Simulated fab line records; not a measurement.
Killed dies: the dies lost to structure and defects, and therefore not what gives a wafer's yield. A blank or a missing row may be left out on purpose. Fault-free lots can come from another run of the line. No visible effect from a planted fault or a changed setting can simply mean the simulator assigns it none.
fab line records ; flow sky130 ; part 1 of 2: steps 1 to 35 of 48
record lots=5; wafers=15; last_day=48
route steps=708 shown SONOS_TUNNEL@154 SONOS_ONO@168 GATE_OXIDE@187
lots untouched by any fault: they come from a run of this same line in which no faults occurred
start_h: start of the lot's first displayed wafer, in hours after the record's first day ; wait_h: time in hours since the lot's previous step ; " repeats the value in the row above ; L1.1+2: a row that stands for several wafers ; - either no value or no given start ; * or withheld: withheld ; < > ~ a bound
route shown NAME@n: NAME is a module with steps in the file, n the number in the route of the first one ; usual: mean/standard deviation taken from wafers without a fault ; same: alike in all rows ; chamber/n: place in a boat ; sites: per-site readings ; _std_site: the values' standard deviation ; _edge_site: mean of outer sites minus mean of inner sites ; radius_mm: how far each site lies from the wafer's centre ; mask NAME#n: copy n ; behind: the most recent tool/chamber to have shaped the wafer ; hold: what put the lot on hold/how long, in hours/how the hold closed ; device: transistor that didn't switch, given as n, p or np ; end of line: the tests these same wafers got at the end of their route ; a step without rows: its recipe alone ; killed: count of dies lost to structure and defects at first sort (not the wafer's yield) ; map: per-die view of a wafer (x killed, . not killed, _ where there is no die)
set.NAME: setting as actually run; set.NAME@STEP: the setting as run at that earlier step ; model.NAME: the simulator's own value behind a step, which no gauge read
lots at some steps of the route; a table a step, a row a wafer
services: the hour from which a tool's chamber was out of use, counted from the record's first day as start_h (under 0 if before that day), plus the number of hours and why
## steps
# step SKY_SONOS_TUNNEL_DEHYDRATE_00
# recipe temp_c=200; time_s=60
# same time_s=60
lot.wafer;tool;chamber;start_h;wait_h
L074.2+4+6;litho_track-02;0;241.51;10.6
L079.3+5+6;litho_track-04;0;277.99;11.6
L085.2+4+6;litho_track-01;0;325.13;11.8
L086.1+3+6;litho_track-04;0;331.14;12.1
L087.1+2+3;litho_track-02;0;340.49;13.3
# step SKY_SONOS_TUNNEL_HMDS_01
# recipe prime_time_s=60; prime_temp_c=120
lot.wafer;tool;chamber;start_h;wait_h
L074.2+4+6;litho_track-02;0;241.66;0.1
L079.3+5+6;litho_track-04;0;278.14;0.1
L085.2+4+6;litho_track-01;0;325.28;0.1
L086.1+3+6;litho_track-04;0;331.29;0.1
L087.1+2+3;litho_track-02;0;340.64;0.1
# step SKY_SONOS_TUNNEL_COAT_02
# recipe resist=NOVOLAK; spin_rpm=3000; resist_thk_nm=1140
lot.wafer;tool;chamber;start_h;wait_h
L074.2+4+6;litho_track-02;0;241.81;0.1
L079.3+5+6;litho_track-04;0;278.29;0.1
L085.2+4+6;litho_track-01;0;325.43;0.1
L086.1+3+6;litho_track-04;0;331.44;0.1
L087.1+2+3;litho_track-02;0;340.79;0.1
# step SKY_SONOS_TUNNEL_SOFTBAKE_03
# recipe temp_c=90; time_s=60; resist=NOVOLAK
# same time_s=60
lot.wafer;tool;chamber;start_h;wait_h
L074.2+4+6;litho_track-02;0;241.96;0.1
L079.3+5+6;litho_track-04;0;278.44;0.1
L085.2+4+6;litho_track-01;0;325.58;0.1
L086.1+3+6;litho_track-04;0;331.59;0.1
L087.1+2+3;litho_track-02;0;340.94;0.1
# step SKY_SONOS_TUNNEL_EXPOSE_04
# recipe mask_id=TUNM; na=0.6; source_shape=conventional; sigma_outer=0.6; polarization=unpolarized; target_cd_nm=410; dose_mj=136
lot.wafer;tool;chamber;start_h;wait_h;mask
L074.2+4+6;iline_stepper-02;0;-;-;TUNM#0
L079.3+5+6;iline_stepper-01;0;-;-;TUNM#0
L085.2+4+6;iline_stepper-02;0;-;-;TUNM#0
L086.1+3+6;iline_stepper-01;0;-;-;TUNM#0
L087.1+2+3;iline_stepper-01;0;-;-;TUNM#0
# step SKY_SONOS_TUNNEL_PEB_05
# recipe temp_c=withheld; time_s=*; resist=NOVOLAK
# same time_s=*
lot.wafer;tool;chamber;start_h;wait_h
L074.2+4+6;litho_track-04;0;-;-
L079.3+5+6;litho_track-01;0;-;-
L085.2+4+6;litho_track-02;0;-;-
L086.1+3+6;litho_track-02;0;-;-
L087.1+2+3;litho_track-01;0;-;-
# step SKY_SONOS_TUNNEL_DEVELOP_06
# recipe resist=NOVOLAK; developer=TMAH; develop_time_s=60; dev_temp_c=23
lot.wafer;tool;chamber;start_h;wait_h
L074.2+4+6;litho_track-04;0;253.87;0.1
L079.3+5+6;litho_track-01;0;290.50;0.1
L085.2+4+6;litho_track-02;0;338.96;0.1
L086.1+3+6;litho_track-02;0;345.29;0.1
L087.1+2+3;litho_track-01;0;354.65;0.1
# step SKY_SONOS_TUNNEL_CD_MEAS_07
# recipe target_cd_nm=410
# usual cd_nm=409.5/1.9
lot.wafer;tool;chamber;start_h;wait_h;cd_nm
L074.2;cd_sem-02;-;254.01;0.1;410.8
L074.4;cd_sem-02;-;254.01;0.1;412.0
L074.6;cd_sem-02;-;254.01;0.1;412.2
L079.3;cd_sem-02;-;290.64;0.1;411.5
L079.5;cd_sem-02;-;290.64;0.1;410.0
L079.6;cd_sem-02;-;290.64;0.1;409.9
L085.2;cd_sem-01;-;339.11;0.1;406.8
L085.4;cd_sem-01;-;339.11;0.1;405.9
L085.6;cd_sem-01;-;339.11;0.1;406.3
L086.1;cd_sem-02;-;345.44;0.1;407.9
L086.3;cd_sem-02;-;345.44;0.1;410.6
L086.6;cd_sem-02;-;345.44;0.1;410.8
L087.1;cd_sem-01;-;354.80;0.1;413.1
L087.2;cd_sem-01;-;354.80;0.1;411.4
L087.3;cd_sem-01;-;354.80;0.1;413.7
# step SKY_SONOS_TUNNEL_OVL_MEAS_08
# usual SONOS_TUNNEL_OVL=0.0/1.6
lot.wafer;tool;chamber;start_h;wait_h;SONOS_TUNNEL_OVL[nm]
L074.2;overlay-01;-;254.12;0.1;2.2
L074.4;overlay-01;-;254.12;0.1;-0.3
L074.6;overlay-01;-;254.12;0.1;0.4
L079.3;overlay-02;-;290.73;0.1;-1.1
L079.5;overlay-02;-;290.73;0.1;2.8
L079.6;overlay-02;-;290.73;0.1;-0.5
L085.2;overlay-02;-;339.22;0.1;0.6
L085.4;overlay-02;-;339.22;0.1;-1.4
L085.6;overlay-02;-;339.22;0.1;0.5
L086.1;overlay-01;-;345.56;0.1;1.4
L086.3;overlay-01;-;345.56;0.1;0.6
L086.6;overlay-01;-;345.56;0.1;2.3
L087.1;overlay-01;-;354.92;0.1;-1.4
L087.2;overlay-01;-;354.92;0.1;-1.6
L087.3;overlay-01;-;354.92;0.1;-0.3
# step SKY_SONOS_TUNNEL_IMPLANT_09
# recipe species=B; energy_kev=20; dose_cm2=1e+12; tilt_deg=withheld
# same implant_ion_amu=11
lot.wafer;tool;chamber;start_h;wait_h
L074.2+4+6;implanter-04;0;254.17;0.0
L079.3+5+6;implanter-01;0;290.81;0.1
L085.2+4+6;implanter-01;0;339.27;0.0
L086.1+3+6;implanter-01;0;345.60;0.0
L087.1+2+3;implanter-03;0;354.96;0.0
# step SKY_SONOS_TUNNEL_WET_ETCH_10
# recipe chemistry=dHF; target_depth_nm=14; target=SiO2; dilution=100:1; temp_c=25; time_s=280
# same time_s=280
lot.wafer;tool;chamber;start_h;wait_h
L074.2+4+6;wet_bench-04;1;254.30;0.1
L079.3+5+6;wet_bench-02;2;290.91;0.1
L085.2+4+6;wet_bench-03;0;339.40;0.1
L086.1+3+6;wet_bench-03;0;345.75;0.1
L087.1+2+3;wet_bench-03;1;355.11;0.1
# step SKY_SONOS_TUNNEL_STRIP_11
# recipe chemistry=SPM; time_s=600; temp_c=130
# same time_s=600
lot.wafer;tool;chamber;start_h;wait_h
L074.2+4+6;wet_bench-03;2;254.40;0.0
L079.3+5+6;wet_bench-04;2;290.99;0.0
L085.2+4+6;wet_bench-02;2;339.48;0.0
L086.1+3+6;wet_bench-04;3;345.83;0.0
L087.1+2+3;wet_bench-04;1;355.19;0.0
# step SKY_SONOS_TUNNEL_TW_MEAS_12
# usual SONOS_TUNNEL_TW=196.7/2.3
lot.wafer;tool;chamber;start_h;wait_h;SONOS_TUNNEL_TW
L074.2;film_metro-04;-;254.76;0.0;199.8
L074.4;film_metro-04;-;254.76;0.0;200.6
L074.6;film_metro-04;-;254.76;0.0;200.3
L079.3;film_metro-03;-;291.19;0.0;196.4
L079.5;film_metro-03;-;291.19;0.0;196.7
L079.6;film_metro-03;-;291.19;0.0;196.4
L085.2;film_metro-04;-;339.67;0.0;198.5
L085.4;film_metro-04;-;339.67;0.0;198.5
L085.6;film_metro-04;-;339.67;0.0;200.2
L086.1;film_metro-02;-;346.02;0.0;194.4
L086.3;film_metro-02;-;346.02;0.0;194.0
L086.6;film_metro-02;-;346.02;0.0;194.1
L087.1;film_metro-04;-;355.39;0.0;198.5
L087.2;film_metro-04;-;355.39;0.0;200.0
L087.3;film_metro-04;-;355.39;0.0;199.9
# step SKY_SONOS_TUNNEL_CLEAN_13
# recipe chemistry=dHF; time_s=20; dilution=100:1; dry=ipa_marangoni
# same time_s=20
lot.wafer;tool;chamber;start_h;wait_h
L074.2+4+6;wet_bench-04;1;254.81;0.0
L079.3+5+6;wet_bench-02;0;291.23;0.0
L085.2+4+6;wet_bench-04;2;339.72;0.0
L086.1+3+6;wet_bench-02;1;346.08;0.1
L087.1+2+3;wet_bench-03;3;355.45;0.1
# step SKY_SONOS_ONO_OXIDATION_00
# recipe temp_c=800; ambient=O2; idle_temp_c=700; ramp_up_c_per_min=10; ramp_down_c_per_min=3; stabilise_s=600; purge_s=300; target_thk_a=26; ox_time_s=1249
lot.wafer;tool;chamber;start_h;wait_h
L074.2+4+6;furnace-01;0;255.75;0.9
L079.3+5+6;furnace-01;0;291.63;0.4
L085.2+4+6;furnace-02;0;339.73;0.0
L086.1+3+6;furnace-01;0;346.10;0.0
L087.1+2+3;furnace-02;0;356.87;1.4
# step SKY_SONOS_ONO_THK_MEAS_01
# recipe reads=SiO2_of_SONOS_ONO_OXIDATION_00
# usual SONOS_ONO_OXIDATION_THK=2.58/0.06
lot.wafer;tool;chamber;start_h;wait_h;SONOS_ONO_OXIDATION_THK[nm]
L074.2;film_metro-02;-;257.11;0.0;2.50
L074.4;film_metro-02;-;257.11;0.0;2.51
L074.6;film_metro-02;-;257.11;0.0;2.50
L079.3;film_metro-01;-;293.00;0.0;2.52
L079.5;film_metro-01;-;293.00;0.0;2.57
L079.6;film_metro-01;-;293.00;0.0;2.54
L085.2;film_metro-01;-;341.09;0.0;2.52
L085.4;film_metro-01;-;341.09;0.0;2.50
L085.6;film_metro-01;-;341.09;0.0;2.55
L086.1;film_metro-02;-;347.44;0.0;2.56
L086.3;film_metro-02;-;347.44;0.0;2.59
L086.6;film_metro-02;-;347.44;0.0;2.58
L087.1;film_metro-02;-;358.21;0.0;2.59
L087.2;film_metro-02;-;358.21;0.0;2.56
L087.3;film_metro-02;-;358.21;0.0;2.59
# step SKY_SONOS_ONO_CVD_02
# recipe material=Si3N4; precursor=DCS/NH3; target_thk_nm=10.5; temp_c=770; time_s=180; pressure_mtorr=250
# usual susceptor_temp_C=770.1/0.35
# same time_s=180
lot.wafer;tool;chamber;start_h;wait_h;susceptor_temp_C
L074.2;lpcvd-02;1;257.81;0.7;770.4
L074.4;lpcvd-02;1;257.81;0.7;771.0
L074.6;lpcvd-02;1;257.81;0.7;770.7
L079.3;lpcvd-02;0;294.13;1.1;770.2
L079.5;lpcvd-02;0;294.13;1.1;770.5
L079.6;lpcvd-02;0;294.13;1.1;770.1
L085.2;lpcvd-02;0;341.14;0.0;770.1
L085.4;lpcvd-02;0;341.14;0.0;769.9
L085.6;lpcvd-02;0;341.14;0.0;770.1
L086.1;lpcvd-02;0;348.48;1.0;769.9
L086.3;lpcvd-02;0;348.48;1.0;769.8
L086.6;lpcvd-02;0;348.48;1.0;770.5
L087.1;lpcvd-02;0;358.71;0.5;770.1
L087.2;lpcvd-02;0;358.71;0.5;769.8
L087.3;lpcvd-02;0;358.71;0.5;769.4
# step SKY_SONOS_ONO_THK_MEAS_03
# recipe reads=Si3N4_of_SONOS_ONO_CVD_02
# usual SONOS_ONO_CVD_02_THK=10.38/0.13
lot.wafer;tool;chamber;start_h;wait_h;SONOS_ONO_CVD_02_THK[nm]
L074.2;film_metro-01;-;258.87;0.0;10.57
L074.4;film_metro-01;-;258.87;0.0;10.44
L074.6;film_metro-01;-;258.87;0.0;10.39
L079.3;film_metro-04;-;295.20;0.0;10.46
L079.5;film_metro-04;-;295.20;0.0;10.42
L079.6;film_metro-04;-;295.20;0.0;10.43
L085.2;film_metro-04;-;342.20;0.0;10.25
L085.4;film_metro-04;-;342.20;0.0;10.36
L085.6;film_metro-04;-;342.20;0.0;10.33
L086.1;film_metro-04;-;349.53;0.0;10.56
L086.3;film_metro-04;-;349.53;0.0;10.67
L086.6;film_metro-04;-;349.53;0.0;10.58
L087.1;film_metro-01;-;359.76;0.0;10.32
L087.2;film_metro-01;-;359.76;0.0;10.43
L087.3;film_metro-01;-;359.76;0.0;10.38
# step SKY_SONOS_ONO_CVD_04
# recipe material=SiO2; precursor=SiH4/N2O; target_thk_nm=5.7199; temp_c=900; pressure_mtorr=400
# usual susceptor_temp_C=900.0/0.37
# same time_s=900
lot.wafer;tool;chamber;start_h;wait_h;susceptor_temp_C
L074.2;lpcvd-03;0;258.92;0.0;899.1
L074.4;lpcvd-03;0;258.92;0.0;898.9
L074.6;lpcvd-03;0;258.92;0.0;899.6
L079.3;lpcvd-03;0;295.24;0.0;900.0
L079.5;lpcvd-03;0;295.24;0.0;900.2
L079.6;lpcvd-03;0;295.24;0.0;900.0
L085.2;lpcvd-03;0;342.25;0.0;899.8
L085.4;lpcvd-03;0;342.25;0.0;899.6
L085.6;lpcvd-03;0;342.25;0.0;899.1
L086.1;lpcvd-03;0;349.59;0.1;900.0
L086.3;lpcvd-03;0;349.59;0.1;900.2
L086.6;lpcvd-03;0;349.59;0.1;900.1
L087.1;lpcvd-03;1;359.82;0.1;900.2
L087.2;lpcvd-03;1;359.82;0.1;900.3
L087.3;lpcvd-03;1;359.82;0.1;899.6
# step SKY_SONOS_ONO_THK_MEAS_05
# recipe reads=SiO2_of_SONOS_ONO_CVD_04
# usual SONOS_ONO_CVD_04_THK=5.70/0.11
lot.wafer;tool;chamber;start_h;wait_h;SONOS_ONO_CVD_04_THK[nm]
L074.2;film_metro-01;-;260.18;0.0;5.52
L074.4;film_metro-01;-;260.18;0.0;5.69
L074.6;film_metro-01;-;260.18;0.0;5.65
L079.3;film_metro-04;-;296.51;0.0;5.71
L079.5;film_metro-04;-;296.51;0.0;5.71
L079.6;film_metro-04;-;296.51;0.0;5.78
L085.2;film_metro-04;-;343.51;0.0;5.70
L085.4;film_metro-04;-;343.51;0.0;5.64
L085.6;film_metro-04;-;343.51;0.0;5.75
L086.1;film_metro-02;-;350.84;0.0;5.73
L086.3;film_metro-02;-;350.84;0.0;5.63
L086.6;film_metro-02;-;350.84;0.0;5.67
L087.1;film_metro-01;-;361.07;0.0;5.72
L087.2;film_metro-01;-;361.07;0.0;5.66
L087.3;film_metro-01;-;361.07;0.0;5.68
# step SKY_SONOS_ONO_DEHYDRATE_06
# recipe temp_c=200; time_s=60
# same time_s=60
lot.wafer;tool;chamber;start_h;wait_h
L074.2+4+6;litho_track-03;0;271.31;11.1
L079.3+5+6;litho_track-03;0;308.43;11.9
L085.2+4+6;litho_track-01;0;356.43;12.9
L086.1+3+6;litho_track-01;0;364.70;13.9
L087.1+2+3;litho_track-03;0;374.68;13.6
# step SKY_SONOS_ONO_HMDS_07
# recipe prime_time_s=60; prime_temp_c=120
lot.wafer;tool;chamber;start_h;wait_h
L074.2+4+6;litho_track-03;0;271.46;0.1
L079.3+5+6;litho_track-03;0;308.58;0.1
L085.2+4+6;litho_track-01;0;356.58;0.1
L086.1+3+6;litho_track-01;0;364.85;0.1
L087.1+2+3;litho_track-03;0;374.83;0.1
# step SKY_SONOS_ONO_COAT_08
# recipe resist=NOVOLAK; spin_rpm=3000; resist_thk_nm=1140
lot.wafer;tool;chamber;start_h;wait_h
L074.2+4+6;litho_track-03;0;271.61;0.1
L079.3+5+6;litho_track-03;0;308.73;0.1
L085.2+4+6;litho_track-01;0;356.73;0.1
L086.1+3+6;litho_track-01;0;365.00;0.1
L087.1+2+3;litho_track-03;0;374.98;0.1
# step SKY_SONOS_ONO_SOFTBAKE_09
# recipe temp_c=90; time_s=60; resist=NOVOLAK
# same time_s=60
lot.wafer;tool;chamber;start_h;wait_h
L074.2+4+6;litho_track-03;0;271.76;0.1
L079.3+5+6;litho_track-03;0;308.88;0.1
L085.2+4+6;litho_track-01;0;356.88;0.1
L086.1+3+6;litho_track-01;0;365.15;0.1
L087.1+2+3;litho_track-03;0;375.13;0.1
# step SKY_SONOS_ONO_EXPOSE_10
# recipe mask_id=ONOM; target_cd_nm=410; na=0.6; source_shape=conventional; sigma_outer=0.6; dose_mj=150
lot.wafer;tool;chamber;start_h;wait_h;mask
L074.2+4+6;iline_stepper-01;0;-;-;ONOM#0
L079.3+5+6;iline_stepper-02;0;-;-;ONOM#0
L085.2+4+6;iline_stepper-01;0;-;-;ONOM#0
L086.1+3+6;iline_stepper-02;0;-;-;ONOM#0
L087.1+2+3;iline_stepper-01;0;-;-;ONOM#0
# step SKY_SONOS_ONO_PEB_11
# recipe temp_c=withheld; time_s=*; resist=NOVOLAK
# same time_s=*
lot.wafer;tool;chamber;start_h;wait_h
L074.2+4+6;litho_track-01;0;-;-
L079.3+5+6;litho_track-01;0;-;-
L085.2+4+6;litho_track-04;0;-;-
L086.1+3+6;litho_track-01;0;-;-
L087.1+2+3;litho_track-01;0;-;-
# step SKY_SONOS_ONO_DEVELOP_12
# recipe develop_time_s=60; dev_temp_c=23
lot.wafer;tool;chamber;start_h;wait_h
L074.2+4+6;litho_track-01;0;283.78;0.1
L079.3+5+6;litho_track-01;0;321.10;0.1
L085.2+4+6;litho_track-04;0;371.17;0.1
L086.1+3+6;litho_track-01;0;378.65;0.1
L087.1+2+3;litho_track-01;0;389.70;0.1
# step SKY_SONOS_ONO_CD_MEAS_13
# recipe target_cd_nm=410
# usual cd_nm=409.3/2.3
lot.wafer;tool;chamber;start_h;wait_h;cd_nm
L074.2;cd_sem-02;-;283.92;0.1;406.0
L074.4;cd_sem-02;-;283.92;0.1;407.3
L074.6;cd_sem-02;-;283.92;0.1;405.4
L079.3;cd_sem-02;-;321.24;0.1;409.0
L079.5;cd_sem-02;-;321.24;0.1;411.0
L079.6;cd_sem-02;-;321.24;0.1;409.1
L085.2;cd_sem-02;-;371.31;0.1;409.3
L085.4;cd_sem-02;-;371.31;0.1;407.4
L085.6;cd_sem-02;-;371.31;0.1;408.7
L086.1;cd_sem-02;-;378.80;0.1;407.3
L086.3;cd_sem-02;-;378.80;0.1;407.8
L086.6;cd_sem-02;-;378.80;0.1;407.0
L087.1;cd_sem-02;-;389.85;0.1;408.0
L087.2;cd_sem-02;-;389.85;0.1;408.8
L087.3;cd_sem-02;-;389.85;0.1;408.1
# step SKY_SONOS_ONO_OVL_MEAS_14
# usual SONOS_ONO_OVL=0.4/1.4
lot.wafer;tool;chamber;start_h;wait_h;SONOS_ONO_OVL[nm]
L074.2;overlay-01;-;284.03;0.1;0.7
L074.4;overlay-01;-;284.03;0.1;-0.8
L074.6;overlay-01;-;284.03;0.1;-0.2
L079.3;overlay-02;-;321.33;0.1;-0.1
L079.5;overlay-02;-;321.33;0.1;1.3
L079.6;overlay-02;-;321.33;0.1;0.3
L085.2;overlay-01;-;371.42;0.1;2.0
L085.4;overlay-01;-;371.42;0.1;1.6
L085.6;overlay-01;-;371.42;0.1;1.6
L086.1;overlay-02;-;378.92;0.1;-2.4
L086.3;overlay-02;-;378.92;0.1;-1.7
L086.6;overlay-02;-;378.92;0.1;-1.1
L087.1;overlay-01;-;389.97;0.1;0.4
L087.2;overlay-01;-;389.97;0.1;-1.2
L087.3;overlay-01;-;389.97;0.1;0.6
# step SKY_SONOS_ONO_ETCH_15
# recipe target_depth_nm=19.52; chemistry=CHF3/O2; source_w=600; bias_w=200; pressure_mtorr=40; chf3_flow_sccm=50; O2_flow_sccm=5; time_s=7.8
# usual bias_w=199.9/0.62; drypump_motor_current_A=5.9/0.57; oes_product_au=1.003/0.013; throttle_valve_pct=8.825/0.01
# same time_s=7.8
lot.wafer;tool;chamber;start_h;wait_h;bias_w;drypump_motor_current_A;oes_product_au;rf_hours_counter_h;throttle_valve_pct
L074.2;rie_diel-01;1;284.06;0.0;200.4;6.5;1.003;9;8.816
L074.4;rie_diel-01;0;284.06;0.0;199.4;6.1;1.008;9;8.828
L074.6;rie_diel-01;3;284.06;0.0;199.7;5.4;0.994;-;8.818
L079.3;rie_diel-01;0;321.36;0.0;200.3;6.1;1.026;10;8.823
L079.5;rie_diel-01;1;321.36;0.0;200.6;6.5;1.008;-;8.838
L079.6;rie_diel-01;2;321.36;0.0;199.9;5.9;1.007;-;8.816
L085.2;rie_diel-02;0;371.45;0.0;199.6;6.2;0.994;59;8.802
L085.4;rie_diel-02;1;371.45;0.0;199.7;4.8;0.982;5;8.823
L085.6;rie_diel-02;0;371.45;0.0;199.3;6.2;0.985;-;8.824
L086.1;rie_diel-01;1;378.96;0.0;200.0;6.5;1.021;10;8.854
L086.3;rie_diel-01;0;378.96;0.0;200.8;6.1;1.011;11;8.843
L086.6;rie_diel-01;3;378.96;0.0;200.1;5.4;1.004;-;8.834
L087.1;rie_diel-02;1;390.01;0.0;200.7;4.8;0.983;5;8.814
L087.2;rie_diel-02;2;390.01;0.0;201.1;5.5;0.996;0;8.819
L087.3;rie_diel-02;0;390.01;0.0;200.7;6.2;1.001;59;8.819
# step SKY_SONOS_ONO_WET_ETCH_16
# recipe chemistry=dHF; target_depth_nm=14; dry=n2_spin; target=SiO2; dilution=100:1; temp_c=25; time_s=280
# same time_s=280
lot.wafer;tool;chamber;start_h;wait_h
L074.2+4+6;wet_bench-01;0;284.08;0.0
L079.3+5+6;wet_bench-03;2;321.38;0.0
L085.2+4+6;wet_bench-01;1;371.47;0.0
L086.1+3+6;wet_bench-02;3;378.98;0.0
L087.1+2+3;wet_bench-01;0;390.03;0.0
# step SKY_SONOS_ONO_STRIP_17
# recipe chemistry=O2/N2; power_w=1400; pressure_mtorr=1500; platen_temp_c=withheld; o2_flow_sccm=3000; n2_flow_sccm=300; overash_fraction=0.5
# usual drypump_motor_current_A=6.10/0.21; oes_product_au=0.710/0.0048; strip_time_to_endpoint_s=14.11/0.035
# same overash_fraction=0.5
lot.wafer;tool;chamber;start_h;wait_h;drypump_motor_current_A;oes_product_au;rf_hours_counter_h;strip_time_to_endpoint_s
L074.2;plasma_asher-03;0;284.17;0.0;5.72;0.704;15;14.09
L074.4;plasma_asher-03;0;284.17;0.0;5.70;0.704;-;14.10
L074.6;plasma_asher-03;1;284.17;0.0;6.19;0.711;-;14.11
L079.3;plasma_asher-04;1;321.50;0.0;6.11;0.709;-;14.08
L079.5;plasma_asher-04;1;321.50;0.0;6.10;0.712;-;14.07
L079.6;plasma_asher-04;0;321.50;0.0;6.27;0.707;-;14.08
L085.2;plasma_asher-04;0;371.57;0.0;6.24;0.708;64;14.11
L085.4;plasma_asher-04;0;371.57;0.0;6.25;0.709;-;14.14
L085.6;plasma_asher-04;0;371.57;0.0;6.26;0.709;-;14.15
L086.1;plasma_asher-04;0;379.07;0.0;6.25;0.709;65;14.14
L086.3;plasma_asher-04;1;379.07;0.0;6.11;0.709;-;14.15
L086.6;plasma_asher-04;1;379.07;0.0;6.11;0.712;-;14.23
L087.1;plasma_asher-02;1;390.12;0.0;6.36;0.709;60;14.07
L087.2;plasma_asher-02;0;390.12;0.0;6.10;0.714;60;14.15
L087.3;plasma_asher-02;1;390.12;0.0;6.37;0.712;-;14.08
# step SKY_SONOS_ONO_WET_ETCH_18
# recipe chemistry=H3PO4; target_depth_nm=15; target=Si3N4; temp_c=160; time_s=172
# same time_s=172
lot.wafer;tool;chamber;start_h;wait_h
L074.2+4+6;wet_bench-01;2;284.27;0.1
L079.3+5+6;wet_bench-02;1;321.57;0.0
L085.2+4+6;wet_bench-02;2;371.67;0.1
L086.1+3+6;wet_bench-03;1;379.17;0.1
L087.1+2+3;wet_bench-02;3;390.21;0.1
# step SKY_GATE_OXIDE_CLEAN_00
# recipe chemistry=SC1/SC2; mix=1:4:20; temp_c=70; time_s=150; dry=n2_spin
# same time_s=150
lot.wafer;tool;chamber;start_h;wait_h
L074.2+4+6;wet_bench-03;1;284.32;0.0
L079.3+5+6;wet_bench-03;3;321.62;0.0
L085.2+4+6;wet_bench-01;2;371.73;0.0
L086.1+3+6;wet_bench-02;3;379.23;0.0
L087.1+2+3;wet_bench-01;1;390.28;0.0
# step SKY_GATE_OXIDE_OXIDATION_01
# recipe temp_c=900; ambient=O2; stabilise_s=600; purge_s=300; target_thk_a=102.68; ox_time_s=1473
lot.wafer;tool;chamber;start_h;wait_h
L074.2+4+6;furnace-01;0;284.38;0.0
L079.3+5+6;furnace-01;0;323.03;1.4
L085.2+4+6;furnace-01;0;372.77;1.0
L086.1+3+6;furnace-02;0;380.27;1.0
L087.1+2+3;furnace-02;0;391.79;1.5
